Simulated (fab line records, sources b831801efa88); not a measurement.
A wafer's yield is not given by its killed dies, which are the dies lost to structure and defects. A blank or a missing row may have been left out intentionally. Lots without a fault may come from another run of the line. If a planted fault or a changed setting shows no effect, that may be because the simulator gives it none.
Code-filled problem report in 8D (eight disciplines) form + flow sky130 + the parts of the form that need people (team, actions taken, sign-off) are left out

## 1. THE PROBLEM
Across 3 wafers from 3 lots, VIA1_HDPCVD_THK at SKY_VIA1_THK_MEAS_01 averages 1557 nm, while fault-free wafers read 1037 nm with a standard deviation of 11. Measured from the usual mean, that is +47 standard deviations.
First observed at day 37 15:34: wafer L315.6, on film metro-03. The record has a number at this step for 36 wafers belonging to 12 lots. Rule for "out" (also "out of limits"): further than 4 standard deviations from the usual mean. The rest of the wafers with a number are treated as sound.

## 2. WHAT IT IS, WHAT IT ISN'T
| question                    | is                           | is not                                                                                 |
|-----------------------------|------------------------------|----------------------------------------------------------------------------------------|
| which readings at this step | VIA1_HDPCVD_THK              | -                                                                                      |
| which lots                  | L315, L316, L317             | L301, L302, L303, L304, L308, L310, L312, L323, L324                                   |
| which wafers of those lots  | L315.6, L316.4, L317.6       | L315.2, L315.5, L316.1, L316.6, L317.1, L317.2                                         |
| read on which gauges        | film metro-03, film metro-04 | film metro-01                                                                          |
| when                        | from day 37 15:34            | up to then (23 sound wafers); but 10 sound wafers of L316, L317, L323, L324 came after |

## 3. THE SUSPECTS, EACH WITH WHAT RULES IT OUT
Counting: a tool at a process step up to the reading stays a suspect if it ran every lot that is out. Sound lots after the first of them don't rule it out here, since some wafers of a struck lot are sound.
- ruled out: the gauge at SKY_VIA1_THK_MEAS_01. 2 gauges (film metro-03, film metro-04) read the wafers that are out.
- hdpcvd-01 at SKY_VIA1_HDPCVD_00 (deposits SiO2, target thk 1030 nm, time 171.7 s): kept. It processed each lot that is out (first: L315, day 37 15:26); up to then, its last sound lot is L312 (day 36 21:54). Its own sih4 flow sccm readings are out on those wafers.
- hdpcvd-01, SKY_VIA1_HDPCVD_00: wafers that are out in chamber 0, sound lot-mates in chambers 1, 2.
Left after counting: hdpcvd-01 at SKY_VIA1_HDPCVD_00.

## 4. THE CAUSE (what the simulator had put in)
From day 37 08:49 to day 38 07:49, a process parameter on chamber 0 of hdpcvd-01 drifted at SKY_VIA1_HDPCVD_00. A move of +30 in setting sih4 flow sccm, from 60. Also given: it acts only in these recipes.
This tool alone remained once counting was done.

## 5. SEQUENCE OF EFFECTS, ordered by route
Rows list readings where the struck wafers' mean (over those with a number) sits beyond 3 standard deviations from the usual. Readings are gone through only where the record gives a usual standard deviation; hours: the median, over the lots, of the time from a lot's start at the first step in this table giving one to that lot's start at this step; sigmas: the change measured in usual standard deviations.
| hours | step                 | reading         | usual      | on struck wafers | change | sigmas      |
|-------|----------------------|-----------------|------------|------------------|--------|-------------|
| 0     | SKY_VIA1_HDPCVD_00   | sih4 flow sccm  | 59.99 sccm | 90.20            | +30.21 | +99 or more |
| 0     | SKY_VIA1_THK_MEAS_01 | VIA1_HDPCVD_THK | 1037 nm    | 1557             | +520   | +47         |
Process steps it contains:
- SKY_VIA1_HDPCVD_00: deposits SiO2, target thk 1030 nm, time 171.7 s.

## 6. HOW IT WOULD HAVE BEEN CAUGHT EARLIER
7 hours passed between the start of the fault at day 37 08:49 and the first reading out of limits at a measuring or inspecting step in this record, taken at day 37 15:34.
Tool's own readings at SKY_VIA1_HDPCVD_00, sih4 flow sccm: out on all struck wafers the step has rows for; an alarm limit on them would have tripped on the first.
L316, L317, from the lots that are out (3), started SKY_VIA1_HDPCVD_00 on hdpcvd-01 later than day 37 15:34. A hold on the tool at that time would have spared those 2.
